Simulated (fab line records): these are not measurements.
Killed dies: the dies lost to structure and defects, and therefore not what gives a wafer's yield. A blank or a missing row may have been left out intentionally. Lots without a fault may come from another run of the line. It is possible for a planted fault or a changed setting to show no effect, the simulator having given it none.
Which tool was responsible?	flow sky130	Sampling: 11 lots, 33 wafers, 4 of 708 route steps

## WHAT EACH GAUGE READ, for each wafer
SKY_CAPM_THK_MEAS_01.
lot	measured	on	CAPM_CVD_00_THK (nm)
L678	day 37 20:10	film-metro-04	15.42 15.33 15.64
L680	day 38 17:51	film-metro-04	15.57 15.69 16.08
L685	day 40 16:05	film-metro-03	8.50 8.36 8.46
L684	day 40 19:16	film-metro-04	8.94 8.38 9.38
L687	day 41 11:15	film-metro-03	8.85 8.96 8.66
L689	day 41 21:46	film-metro-01	15.26 15.51 15.44
L691	day 42 03:23	film-metro-03	15.48 15.76 15.47
L692	day 42 09:38	film-metro-01	15.75 15.60 15.79
L693	day 42 11:25	film-metro-04	15.70 15.84 15.51
L695	day 43 01:31	film-metro-03	14.98 15.42 15.50
L696	day 43 07:04	film-metro-03	15.33 15.25 15.36

## EACH LOT AND THE TOOL THAT RAN IT (in order: tool; ch and the chambers of the sampled wafers; start)
lot	SKY_VIA2_ETCH_14	SKY_VIA2_CMP_24	SKY_CAPM_CVD_00
L678	rie-diel-03 ch 1,2, day 37 18:24	cmp-02 ch 1,2, day 37 19:40	pecvd-02 ch 1,2, day 37 20:07
L680	rie-diel-04 ch 1,2,3, day 38 15:57	cmp-02 ch 1,3, day 38 17:25	pecvd-01 ch 1,2, day 38 17:49
L685	rie-diel-02 ch 0,2,3, day 40 14:33	cmp-02 ch 1,2, day 40 15:37	pecvd-02 ch 0,1, day 40 16:04
L684	rie-diel-02 ch 0,2, day 40 17:42	cmp-02 ch 0,1,3, day 40 18:53	pecvd-02 ch 0,1,2, day 40 19:14
L687	rie-diel-03 ch 0,1,2, day 41 09:18	cmp-02 ch 1,2,3, day 41 10:52	pecvd-02 ch 1,2, day 41 11:13
L689	rie-diel-04 ch 1,2,3, day 41 20:09	cmp-01 ch 0,2,3, day 41 21:19	pecvd-03 ch 1,2, day 41 21:44
L691	rie-diel-03 ch 1,2,3, day 42 01:30	cmp-02 ch 2,3, day 42 02:55	pecvd-03 ch 1,2, day 42 03:22
L692	rie-diel-03 ch 0,2,3, day 42 07:39	cmp-01 ch 0,1,2, day 42 09:10	pecvd-01 ch 0,1,2, day 42 09:37
L693	rie-diel-02 ch 2,3, day 42 09:24	cmp-01 ch 2,3, day 42 10:55	pecvd-03 ch 0,1,2, day 42 11:22
L695	rie-diel-04 ch 2,3, day 42 23:54	cmp-02 ch 2,3, day 43 01:02	pecvd-03 ch 0,2, day 43 01:29
L696	rie-diel-03 ch 1,2, day 43 05:26	cmp-01 ch 0,2,3, day 43 06:39	pecvd-03 ch 0,2, day 43 07:01
- SKY_VIA2_ETCH_14: etches BARC in N2/H2, stops on SiO2, time 45.9 s, target depth 60 nm.
- SKY_VIA2_CMP_24: polishes, stops on SiO2, t overpolish 20 s, target thk 0 nm.
- SKY_CAPM_CVD_00: deposits SiO2, target thk 15.5 nm.

## THE ANSWER, worked out from the rows above alone
Rule: the lots themselves supply what counts as usual. The widest of any qualifying gaps counts: lots, ordered by their means at a reading, are off when they make up no more than a third of the lots, leave a main group of 4 or more, and stand apart from it by 3 or more times the standard deviation of that group's means. Not used: any main group whose means are identical at the precision the tables above print for the reading. Also off: a lot with no number at a reading for which 4 or more lots have one. Any other lot the step has rows for is counted as sound.
Off: L685, L684, L687, seen at SKY_CAPM_THK_MEAS_01 (CAPM_CVD_00_THK). For the main group the mean is 15.53 nm and the standard deviation 0.17.
If a tool, at a process step before that reading, ran all the lots that are off and no sound lot after the first of them, it fits. Those tools and the gauges at SKY_CAPM_THK_MEAS_01 are tried in the same way. One candidate fits, namely pecvd-02 at SKY_CAPM_CVD_00. A fault onset in the window from L678 (day 37 20:07, its last sound lot) to L685 (day 40 16:04, its first lot off) fits.

## WHAT THE SIMULATOR HAD PUT IN
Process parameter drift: pecvd-02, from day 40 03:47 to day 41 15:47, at SKY_CAPM_CVD_00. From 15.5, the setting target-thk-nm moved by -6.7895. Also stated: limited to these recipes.
Struck lots among those shown: L685, L684, L687. The rule above found the same.
